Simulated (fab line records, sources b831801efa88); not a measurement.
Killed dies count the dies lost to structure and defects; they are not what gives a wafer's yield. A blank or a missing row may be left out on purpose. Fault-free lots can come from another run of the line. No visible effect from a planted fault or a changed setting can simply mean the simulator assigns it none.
fab line records ; flow gf180mcu
[record] lots = 13; wafers = 38; last-day = 34
route steps=602 shown V1@357 M2@366
lots that met no fault: taken from a fault-free run of the same line
start-h: hours from the record's first day to the start of the lot's first wafer shown ; wait-h: time in hours since the lot's previous step ; " as in the row above ; L1.1+2: several wafers, shown together as one row ; - either no value or no given start ; * or withheld: withheld ; < > ~ a bound
route shown NAME@n: NAME is a module with steps in the file, n the number in the route of the first one ; usual: mean/standard deviation of fault-free wafers ; same: alike in all rows ; chamber/n: place in a boat ; sites: per-site readings ; _std_site: how widely they spread, as a standard deviation ; _edge_site: mean of outer sites minus mean of inner sites ; radius-mm: for every site, how far away it sits from the centre of the wafer ; mask NAME#n: copy n ; behind: tool/chamber where the wafer was last shaped ; hold: cause of the lot's hold/its duration in hours/its outcome ; device: the transistor (n, p or np) that didn't switch ; end of line: the route-end tests of the same wafers ; a step without rows: its recipe alone ; killed: at the first sort, the dies lost to defects and structure; wafer yield is something else ; map: a wafer's dies, marking killed ones x, the rest . and places with no die _
set.NAME: the setting that was run; set.NAME@STEP: the one run at that earlier step ; model.NAME: the simulator's own value behind a step, which no gauge read
a sample of lots followed through the steps of the route, with each step as a table and each wafer as a row
services: when a tool's chamber went out of use (start-h, in hours from the record's first day, below 0 if earlier), for how many hours, and the reason
[[steps]]
[step GF_V1_SPUTTER_22]
[recipe] material = TiN; target-thk-nm = 10; chamber-pressure-pa = 5; power-w = 4000; time-s = 40
[usual] throttle-valve-pct = 30.5/0.73
lot.wafer;tool;chamber;start-h;wait-h;throttle-valve-pct
L347.2;pvd-sputter-03;-;411.78;0.0;29.8
L347.4;pvd-sputter-03;-;411.78;0.0;30.8
L347.5;pvd-sputter-03;-;411.78;0.0;31.0
L350.1;pvd-sputter-03;-;436.71;0.0;30.4
L350.3;pvd-sputter-03;-;436.71;0.0;31.0
L350.5;pvd-sputter-03;-;436.71;0.0;31.1
L351.1;pvd-sputter-03;-;450.12;0.0;30.7
L351.4;pvd-sputter-03;-;450.12;0.0;30.1
L351.5;pvd-sputter-03;-;450.12;0.0;30.3
L354.3;pvd-sputter-04;-;478.18;0.0;30.4
L354.5;pvd-sputter-04;-;478.18;0.0;30.1
L354.6;pvd-sputter-04;-;478.18;0.0;30.5
L355.2;pvd-sputter-04;-;486.38;0.0;30.1
L355.3;pvd-sputter-04;-;486.38;0.0;31.7
L355.6;pvd-sputter-04;-;486.38;0.0;30.5
L356.2;pvd-sputter-04;-;498.22;0.0;30.0
L356.5;pvd-sputter-04;-;498.22;0.0;30.2
L356.6;pvd-sputter-04;-;498.22;0.0;30.4
L357.2;pvd-sputter-03;-;498.72;0.0;29.6
L357.5;pvd-sputter-03;-;498.72;0.0;30.0
L363.1;pvd-sputter-03;-;549.19;0.0;29.9
L363.2;pvd-sputter-03;-;549.19;0.0;30.2
L363.5;pvd-sputter-03;-;549.19;0.0;30.9
L365.1;pvd-sputter-03;-;567.98;0.0;30.1
L365.2;pvd-sputter-03;-;567.98;0.0;31.0
L365.4;pvd-sputter-03;-;567.98;0.0;29.9
L366.1;pvd-sputter-02;-;574.58;0.0;31.5
L366.2;pvd-sputter-02;-;574.58;0.0;28.6
L366.5;pvd-sputter-02;-;574.58;0.0;28.9
L368.3;pvd-sputter-02;-;587.37;0.0;31.4
L368.4;pvd-sputter-02;-;587.37;0.0;31.1
L368.5;pvd-sputter-02;-;587.37;0.0;29.0
L369.3;pvd-sputter-04;-;595.32;0.0;29.9
L369.5;pvd-sputter-04;-;595.32;0.0;29.6
L369.6;pvd-sputter-04;-;595.32;0.0;32.1
L370.2;pvd-sputter-04;-;604.80;0.0;32.0
L370.4;pvd-sputter-04;-;604.80;0.0;31.8
L370.5;pvd-sputter-04;-;604.80;0.0;30.4
[step GF_V1_CVD_23]
[recipe] material = W; target-thk-nm = 350; time-s = 105.05; temp-c = 400; pressure-torr = 40
[usual] heater-power-w = 880/71
lot.wafer;tool;chamber;start-h;wait-h;heater-power-w
L347.2;cvd-w-01;1;411.82;0.0;784
L347.4;cvd-w-01;0;411.82;0.0;841
L347.5;cvd-w-01;0;411.82;0.0;837
L350.1;cvd-w-02;0;436.75;0.0;876
L350.3;cvd-w-02;1;436.75;0.0;992
L350.5;cvd-w-02;0;436.75;0.0;835
L351.1;cvd-w-02;0;450.16;0.0;870
L351.4;cvd-w-02;0;450.16;0.0;885
L351.5;cvd-w-02;1;450.16;0.0;990
L354.3;cvd-w-02;0;478.25;0.1;866
L354.5;cvd-w-02;1;478.25;0.1;1008
L354.6;cvd-w-02;0;478.25;0.1;884
L355.2;cvd-w-02;0;486.42;0.0;881
L355.3;cvd-w-02;1;486.42;0.0;1020
L355.6;cvd-w-02;0;486.42;0.0;882
L356.2;cvd-w-02;0;498.26;0.0;863
L356.5;cvd-w-02;1;498.26;0.0;1006
L356.6;cvd-w-02;0;498.26;0.0;884
L357.2;cvd-w-02;0;498.76;0.0;873
L357.5;cvd-w-02;0;498.76;0.0;901
L363.1;cvd-w-01;0;549.23;0.0;848
L363.2;cvd-w-01;1;549.23;0.0;829
L363.5;cvd-w-01;1;549.23;0.0;821
L365.1;cvd-w-01;1;568.02;0.0;808
L365.2;cvd-w-01;0;568.02;0.0;855
L365.4;cvd-w-01;0;568.02;0.0;858
L366.1;cvd-w-01;1;574.63;0.0;827
L366.2;cvd-w-01;0;574.63;0.0;889
L366.5;cvd-w-01;1;574.63;0.0;796
L368.3;cvd-w-01;1;587.45;0.1;796
L368.4;cvd-w-01;0;587.45;0.1;863
L368.5;cvd-w-01;0;587.45;0.1;867
L369.3;cvd-w-01;0;595.40;0.1;844
L369.5;cvd-w-01;0;595.40;0.1;882
L369.6;cvd-w-01;1;595.40;0.1;812
L370.2;cvd-w-01;1;604.84;0.0;812
L370.4;cvd-w-01;1;604.84;0.0;801
L370.5;cvd-w-01;0;604.84;0.0;851
[step GF_M2_SPUTTER_04]
[recipe] material = TiN; target-thk-nm = 50; power-w = 6500; time-s = 41.7; chamber-pressure-pa = 0.4
[usual] throttle-valve-pct = 30.4/0.71
lot.wafer;tool;chamber;start-h;wait-h;throttle-valve-pct
L347.2;pvd-sputter-04;-;412.60;0.0;30.1
L347.4;pvd-sputter-04;-;412.60;0.0;29.9
L347.5;pvd-sputter-04;-;412.60;0.0;30.6
L350.1;pvd-sputter-04;-;437.52;0.0;31.9
L350.3;pvd-sputter-04;-;437.52;0.0;30.2
L350.5;pvd-sputter-04;-;437.52;0.0;31.9
L351.1;pvd-sputter-04;-;450.93;0.0;29.9
L351.4;pvd-sputter-04;-;450.93;0.0;30.5
L351.5;pvd-sputter-04;-;450.93;0.0;30.3
L354.3;pvd-sputter-03;-;478.99;0.0;29.8
L354.5;pvd-sputter-03;-;478.99;0.0;29.7
L354.6;pvd-sputter-03;-;478.99;0.0;30.3
L355.2;pvd-sputter-03;-;487.19;0.0;30.1
L355.3;pvd-sputter-03;-;487.19;0.0;31.1
L355.6;pvd-sputter-03;-;487.19;0.0;31.0
L356.2;pvd-sputter-04;-;499.03;0.0;32.0
L356.5;pvd-sputter-04;-;499.03;0.0;30.3
L356.6;pvd-sputter-04;-;499.03;0.0;31.8
L357.2;pvd-sputter-03;-;499.68;0.0;30.1
L357.5;pvd-sputter-03;-;499.68;0.0;30.0
L363.1;pvd-sputter-01;-;550.01;0.0;29.8
L363.2;pvd-sputter-01;-;550.01;0.0;30.1
L363.5;pvd-sputter-01;-;550.01;0.0;27.7
L365.1;pvd-sputter-04;-;568.79;0.0;30.7
L365.2;pvd-sputter-04;-;568.79;0.0;31.8
L365.4;pvd-sputter-04;-;568.79;0.0;30.6
L366.1;pvd-sputter-03;-;575.40;0.0;29.8
L366.2;pvd-sputter-03;-;575.40;0.0;30.3
L366.5;pvd-sputter-03;-;575.40;0.0;30.7
L368.3;pvd-sputter-04;-;588.18;0.0;30.3
L368.4;pvd-sputter-04;-;588.18;0.0;30.4
L368.5;pvd-sputter-04;-;588.18;0.0;30.2
L369.3;pvd-sputter-04;-;596.13;0.0;29.9
L369.5;pvd-sputter-04;-;596.13;0.0;30.6
L369.6;pvd-sputter-04;-;596.13;0.0;30.5
L370.2;pvd-sputter-03;-;605.62;0.0;30.4
L370.4;pvd-sputter-03;-;605.62;0.0;30.9
L370.5;pvd-sputter-03;-;605.62;0.0;30.7
[step GF_M2_THK_MEAS_06]
[recipe] thk-meas-gauge = xrf; reads = AlCu_of_M2_SPUTTER_02
[usual] M2_ALCU_THK = 452/6.2
lot.wafer;tool;chamber;start-h;wait-h;M2_ALCU_THK[nm]
L347.2;film-metro-01;-;412.77;0.1;444
L347.4;film-metro-01;-;412.77;0.1;443
L347.5;film-metro-01;-;412.77;0.1;445
L350.1;film-metro-03;-;437.68;0.1;457
L350.3;film-metro-03;-;437.68;0.1;451
L350.5;film-metro-03;-;437.68;0.1;457
L351.1;film-metro-01;-;451.09;0.1;448
L351.4;film-metro-01;-;451.09;0.1;456
L351.5;film-metro-01;-;451.09;0.1;450
L354.3;film-metro-01;-;479.17;0.1;458
L354.5;film-metro-01;-;479.17;0.1;462
L354.6;film-metro-01;-;479.17;0.1;455
L355.2;film-metro-04;-;487.36;0.1;447
L355.3;film-metro-04;-;487.36;0.1;428
L355.6;film-metro-04;-;487.36;0.1;454
L356.2;film-metro-04;-;499.20;0.1;454
L356.5;film-metro-04;-;499.20;0.1;450
L356.6;film-metro-04;-;499.20;0.1;455
L357.2;film-metro-04;-;499.85;0.1;447
L357.5;film-metro-04;-;499.85;0.1;423
L363.1;film-metro-01;-;550.17;0.1;455
L363.2;film-metro-01;-;550.17;0.1;459
L363.5;film-metro-01;-;550.17;0.1;457
L365.1;film-metro-04;-;568.95;0.1;443
L365.2;film-metro-04;-;568.95;0.1;456
L365.4;film-metro-04;-;568.95;0.1;454
L366.1;film-metro-01;-;575.56;0.1;464
L366.2;film-metro-01;-;575.56;0.1;456
L366.5;film-metro-01;-;575.56;0.1;460
L368.3;film-metro-04;-;588.36;0.1;447
L368.4;film-metro-04;-;588.36;0.1;440
L368.5;film-metro-04;-;588.36;0.1;446
L369.3;film-metro-01;-;596.31;0.1;454
L369.5;film-metro-01;-;596.31;0.1;451
L369.6;film-metro-01;-;596.31;0.1;447
L370.2;film-metro-01;-;605.79;0.1;462
L370.4;film-metro-01;-;605.79;0.1;458
L370.5;film-metro-01;-;605.79;0.1;462
[step GF_M2_CD_MEAS_14]
[recipe] target-cd-nm = 280
[usual] cd-nm = 279.6/1.2
lot.wafer;tool;chamber;start-h;wait-h;cd-nm
L347.2;cd-sem-01;-;436.87;0.1;277.4
L347.4;cd-sem-01;-;436.87;0.1;277.3
L347.5;cd-sem-01;-;436.87;0.1;278.6
L350.1;cd-sem-02;-;461.80;0.1;278.3
L350.3;cd-sem-02;-;461.80;0.1;279.0
L350.5;cd-sem-02;-;461.80;0.1;278.2
L351.1;cd-sem-02;-;474.75;0.1;279.0
L351.4;cd-sem-02;-;474.75;0.1;278.6
L351.5;cd-sem-02;-;474.75;0.1;278.2
L354.3;cd-sem-02;-;502.14;0.1;277.7
L354.5;cd-sem-02;-;502.14;0.1;280.0
L354.6;cd-sem-02;-;502.14;0.1;279.6
L355.2;cd-sem-01;-;510.34;0.2;280.3
L355.3;cd-sem-01;-;510.34;0.2;281.3
L355.6;cd-sem-01;-;510.34;0.2;280.7
L356.2;cd-sem-01;-;521.26;0.1;280.6
L356.5;cd-sem-01;-;521.26;0.1;280.8
L356.6;cd-sem-01;-;521.26;0.1;281.6
L357.2;cd-sem-02;-;522.56;0.1;279.6
L357.5;cd-sem-02;-;522.56;0.1;279.9
L363.1;cd-sem-02;-;581.30;0.1;279.7
L363.2;cd-sem-02;-;581.30;0.1;279.9
L363.5;cd-sem-02;-;581.30;0.1;280.8
L365.1;cd-sem-01;-;590.45;0.1;278.9
L365.2;cd-sem-01;-;590.45;0.1;278.8
L365.4;cd-sem-01;-;590.45;0.1;278.3
L366.1;cd-sem-01;-;596.70;0.1;280.5
L366.2;cd-sem-01;-;596.70;0.1;281.5
L366.5;cd-sem-01;-;596.70;0.1;280.5
L368.3;cd-sem-01;-;609.96;0.2;279.8
L368.4;cd-sem-01;-;609.96;0.2;280.5
L368.5;cd-sem-01;-;609.96;0.2;280.1
L369.3;cd-sem-02;-;616.78;0.1;279.6
L369.5;cd-sem-02;-;616.78;0.1;280.2
L369.6;cd-sem-02;-;616.78;0.1;280.9
L370.2;cd-sem-02;-;626.37;0.1;280.5
L370.4;cd-sem-02;-;626.37;0.1;280.0
L370.5;cd-sem-02;-;626.37;0.1;281.2
[[services]]
tool;chamber;start-h;hours;kind
cvd-w-02;-;390.00;14.0;pm
cvd-w-02;0;390.00;14.0;vent-cycle
cvd-w-02;1;390.00;14.0;vent-cycle
pvd-sputter-01;-;390.17;3.4;repair
cvd-w-02;0;404.00;-;clean
pvd-sputter-01;-;432.73;6.8;repair
pvd-sputter-02;-;437.63;2.9;repair
cvd-w-02;0;462.91;11.6;repair
pvd-sputter-04;-;470.16;5.5;repair
cvd-w-01;0;497.35;3.0;repair
pvd-sputter-03;2;523.87;-;consumable-replace:kit
pvd-sputter-03;2;523.87;18.0;scheduled-down
pvd-sputter-03;2;523.87;18.0;vent-cycle
pvd-sputter-01;-;529.28;2.3;repair
cvd-w-02;0;545.34;7.4;repair
cvd-w-02;1;548.38;9.6;repair
pvd-sputter-03;-;566.41;1.1;repair
cvd-w-02;-;586.81;2.8;pm
cvd-w-02;-;590.81;6.9;pm
pvd-sputter-03;-;594.09;1.0;repair
pvd-sputter-04;1;596.17;-;consumable-replace:kit
pvd-sputter-04;1;596.17;18.0;scheduled-down
pvd-sputter-04;1;596.17;18.0;vent-cycle
pvd-sputter-03;-;601.55;2.7;repair
[[key]]
[first-sign] step = GF_M2_THK_MEAS_06; reading = M2_ALCU_THK; direction = down; sigmas = 4.3; usual = 452; struck = 426
effect none on later readings
met-at GF_M2_SPUTTER_04
struck-lots L355,L357
struck-wafers L355.3,L357.5
not-acting-at GF_V1_SPUTTER_22,GF_V1_CVD_23,GF_M2_CD_MEAS_14
onset-between 478.99 487.19
[fault] kind = process-parameter-drift; tool = pvd-sputter-03; chamber = -; onset-h = 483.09; steps = GF_M2_SPUTTER_04; channel = target-thk-nm; offset = 29.126; shape = step; end-h = 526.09; scope = struck-wafers-only; acts-in = these-recipes-only; stated = 50
